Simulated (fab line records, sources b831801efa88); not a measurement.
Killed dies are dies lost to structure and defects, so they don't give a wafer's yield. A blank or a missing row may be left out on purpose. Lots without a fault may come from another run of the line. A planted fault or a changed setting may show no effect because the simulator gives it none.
Which tool did it? | flow sfq_line | 14 lots, 42 wafers sampled, at 5 steps of a route of 325

WHAT THE GAUGES READ, wafer by wafer
SFQ_M0_OVL_MEAS_906. Usual: M0_OVL 1 nm, standard deviation 4.8.
lot  | measured     | on         | M0_OVL (nm) | flag
L390 | day 7 09:19  | overlay-02 | 5 5 3       |
L392 | day 7 22:19  | overlay-01 | -7 -5 -7    |
L394 | day 8 10:32  | overlay-02 | -5 -4 0     |
L395 | day 8 14:07  | overlay-02 | -3 -5 2     |
L398 | day 9 09:08  | overlay-02 | -1 3 0      |
L399 | day 9 18:45  | overlay-01 | -7 -5 1     |
L400 | day 9 19:56  | overlay-01 | 3 -4 2      |
L405 | day 11 10:21 | overlay-02 | -1 -1 1     |
L407 | day 11 20:41 | overlay-02 | 0 11 11     |
L408 | day 12 02:42 | overlay-02 | 5 6 -1      |
L409 | day 12 07:31 | overlay-01 | 0 3 2       |
L410 | day 12 12:17 | overlay-01 | -3 2 -4     |
L411 | day 12 17:05 | overlay-01 | -4 2 0      |
L412 | day 12 23:05 | overlay-02 | 7 11 9      |

SFQ_M8_RS_MEAS_949: measures by four-point-probe. Usual: M8_AU_RS 0.1465 ohm/sq, standard deviation 0.0013.
lot  | measured     | on            | M8_AU_RS (ohm/sq)    | flag
L390 | day 70 11:25 | film_metro-02 | 0.1472 0.1472 0.1471 |
L392 | day 75 02:37 | film_metro-02 | 0.1466 0.1462 0.1473 |
L394 | day 75 19:08 | film_metro-03 | 0.1462 0.1461 0.1472 |
L395 | day 75 21:30 | film_metro-01 | 0.1470 0.1474 0.1463 |
L398 | day 76 10:42 | film_metro-03 | 0.1451 0.1443 0.1454 |
L399 | day 77 04:23 | film_metro-03 | 0.1472 0.1462 0.1476 |
L400 | day 77 18:38 | film_metro-02 | 0.1446 0.1445 0.1453 |
L405 | day 79 02:29 | film_metro-03 | 0.1474 0.1471 0.1502 |
L407 | day 80 05:56 | film_metro-02 | 0.1459 0.1460 0.1470 |
L408 | day 80 15:33 | film_metro-03 | 0.1458 0.1454 0.1443 |
L409 | day 81 19:35 | film_metro-03 | 0.1484 0.1481 0.1488 |
L410 | day 81 20:52 | film_metro-03 | 0.1452 0.1442 0.1442 |
L411 | day 84 19:32 | film_metro-01 | 0.1471 0.1476 0.1464 |
L412 | day 84 23:13 | film_metro-02 | 0.1471 0.1465 0.1465 |

WHICH TOOL RAN EACH LOT (tool, then ch and the chambers of the sampled wafers, then the start)
lot  | SFQ_TRILAYER_I2_VIA_LITHO_COAT_072 | SFQ_TRILAYER_I2_VIA_BARC_OPEN_VIA_ETCH_096 | SFQ_TRILAYER_I7_VIA_STRIP_STRIP_191
L390 | litho_track-04 ch 0, day 19 22:13  | rie_diel-01 ch 0,1,3, day 25 12:10         | rie_metal-03 ch 0,1, day 70 07:01
L392 | litho_track-03 ch 0, day 20 22:13  | rie_diel-04 ch 0,1, day 26 04:31           | rie_metal-04 ch 0,1, day 71 10:37
L394 | litho_track-02 ch 0, day 21 23:20  | rie_diel-02 ch 0,2,3, day 27 03:19         | rie_metal-04 ch 0,1, day 71 22:04
L395 | litho_track-04 ch 0, day 22 02:14  | rie_diel-01 ch 1,2,3, day 27 06:55         | rie_metal-04 ch 0,1, day 71 23:02
L398 | litho_track-02 ch 0, day 23 08:07  | rie_diel-04 ch 0,2,3, day 28 11:49         | rie_metal-02 ch 0,1, day 72 13:15
L399 | litho_track-02 ch 0, day 24 20:10  | rie_diel-02 ch 1,2,3, day 29 21:13         | rie_metal-04 ch 0,1, day 77 00:04
L400 | litho_track-03 ch 0, day 25 02:07  | rie_diel-04 ch 0,1,2, day 30 06:49         | rie_metal-04 ch 0,1, day 77 13:04
L405 | litho_track-04 ch 0, day 26 11:10  | rie_diel-02 ch 1,3, day 31 13:34           | rie_metal-02 ch 0,1, day 78 20:03
L407 | litho_track-04 ch 0, day 27 02:07  | rie_diel-02 ch 0,1,3, day 32 05:10         | rie_metal-02 ch 0, day 80 01:08
L408 | litho_track-02 ch 0, day 27 11:10  | rie_diel-04 ch 0,1,2, day 32 11:10         | rie_metal-03 ch 0,1, day 80 11:22
L409 | litho_track-04 ch 0, day 27 14:13  | rie_diel-01 ch 0,2,3, day 32 14:47         | rie_metal-03 ch 0,1, day 81 12:44
L410 | litho_track-02 ch 0, day 27 19:00  | rie_diel-01 ch 0,2, day 32 22:43           | rie_metal-03 ch 0,1, day 81 15:40
L411 | litho_track-02 ch 0, day 27 22:03  | rie_diel-01 ch 0,2,3, day 33 01:07         | rie_metal-04 ch 0,1, day 81 18:05
L412 | litho_track-03 ch 0, day 28 08:07  | rie_diel-04 ch 1,2, day 33 08:19           | rie_metal-04 ch 1, day 81 21:21
- SFQ_TRILAYER_I2_VIA_LITHO_COAT_072: resist thk 62 nm.
- SFQ_TRILAYER_I2_VIA_BARC_OPEN_VIA_ETCH_096: etches BARC in O2, target depth 125 nm, time 41.7 s.
- SFQ_TRILAYER_I7_VIA_STRIP_STRIP_191: strips in O2.

WHAT THE TOOLS THEMSELVES READ (means of the sampled wafers that have a number; where no wafer has one, the mark that the record gives instead)
SFQ_TRILAYER_I2_VIA_LITHO_COAT_072. Usual: spin_speed_rpm 2999.7 rpm, standard deviation 2.
lot  | tool           | spin_speed_rpm (rpm) | flag
L390 | litho_track-04 | 3000.4               |
L392 | litho_track-03 | 2999.4               |
L394 | litho_track-02 | 3001.9               |
L395 | litho_track-04 | 3001.3               |
L398 | litho_track-02 | 3266.6               | OFF
L399 | litho_track-02 | 3266.3               | OFF
L400 | litho_track-03 | 3001.7               |
L405 | litho_track-04 | 2999.9               |
L407 | litho_track-04 | 3003.0               |
L408 | litho_track-02 | 2997.8               |
L409 | litho_track-04 | 3000.9               |
L410 | litho_track-02 | 2998.8               |
L411 | litho_track-02 | 2999.3               |
L412 | litho_track-03 | 2998.9               |

SFQ_TRILAYER_I2_VIA_BARC_OPEN_VIA_ETCH_096. Usual: drypump_motor_current_A 5.7 A, standard deviation 0.3; oes_product_au 0.686 a.u., standard deviation 0.0046.
lot  | tool        | drypump_motor_current_A (A) | oes_product_au (a.u.) | flag
L390 | rie_diel-01 | 5.7                         | 0.686                 |
L392 | rie_diel-04 | 5.6                         | 0.683                 |
L394 | rie_diel-02 | 5.3                         | 0.687                 |
L395 | rie_diel-01 | 5.6                         | 0.683                 |
L398 | rie_diel-04 | 5.8                         | 0.672                 | OFF
L399 | rie_diel-02 | 5.4                         | 0.671                 | OFF
L400 | rie_diel-04 | 5.6                         | 0.686                 |
L405 | rie_diel-02 | 5.6                         | 0.686                 |
L407 | rie_diel-02 | 5.5                         | 0.687                 |
L408 | rie_diel-04 | 5.6                         | 0.686                 |
L409 | rie_diel-01 | 5.9                         | 0.687                 |
L410 | rie_diel-01 | 5.9                         | 0.686                 |
L411 | rie_diel-01 | 5.9                         | 0.687                 |
L412 | rie_diel-04 | 5.5                         | 0.683                 |

SFQ_TRILAYER_I7_VIA_STRIP_STRIP_191. Usual: drypump_motor_current_A 5.6 A, standard deviation 0.39; oes_product_au 1.005 a.u., standard deviation 0.0081.
lot  | tool         | drypump_motor_current_A (A) | oes_product_au (a.u.) | flag
L390 | rie_metal-03 | 5.4                         | 1.013                 |
L392 | rie_metal-04 | 5.8                         | 1.016                 |
L394 | rie_metal-04 | 5.8                         | 1.003                 |
L395 | rie_metal-04 | 5.8                         | 1.005                 |
L398 | rie_metal-02 | 5.2                         | 0.990                 |
L399 | rie_metal-04 | 5.9                         | 1.004                 |
L400 | rie_metal-04 | 6.0                         | 1.006                 |
L405 | rie_metal-02 | 4.9                         | 0.996                 |
L407 | rie_metal-02 | 4.7                         | 1.003                 |
L408 | rie_metal-03 | 5.4                         | 1.006                 |
L409 | rie_metal-03 | 5.4                         | 1.007                 |
L410 | rie_metal-03 | 5.4                         | 1.006                 |
L411 | rie_metal-04 | 5.8                         | 1.003                 |
L412 | rie_metal-04 | 5.7                         | 1.001                 |

THE ANSWER, worked out from the rows above alone
Rule: a lot is off if the mean of its wafers that have a number lies more than 3 standard deviations from the usual mean. A lot without any number at a reading at which 4 lots or more have one is off too. The other lots that the step has rows for count as sound. The gauges are gone through in route order, then the tools' own readings, and for those a lot's mean is taken as printed above. The first step at which some lot is off is used, and at that step the reading that is off furthest; a lot without a number counts as furthest.
Off: L398, L399, at SFQ_TRILAYER_I2_VIA_LITHO_COAT_072 (spin_speed_rpm).
A tool fits if, at that step or a process step before it, it ran every lot that is off, and no sound lot after the first of them. None of those tried fits.

WHAT THE SIMULATOR HAD PUT IN
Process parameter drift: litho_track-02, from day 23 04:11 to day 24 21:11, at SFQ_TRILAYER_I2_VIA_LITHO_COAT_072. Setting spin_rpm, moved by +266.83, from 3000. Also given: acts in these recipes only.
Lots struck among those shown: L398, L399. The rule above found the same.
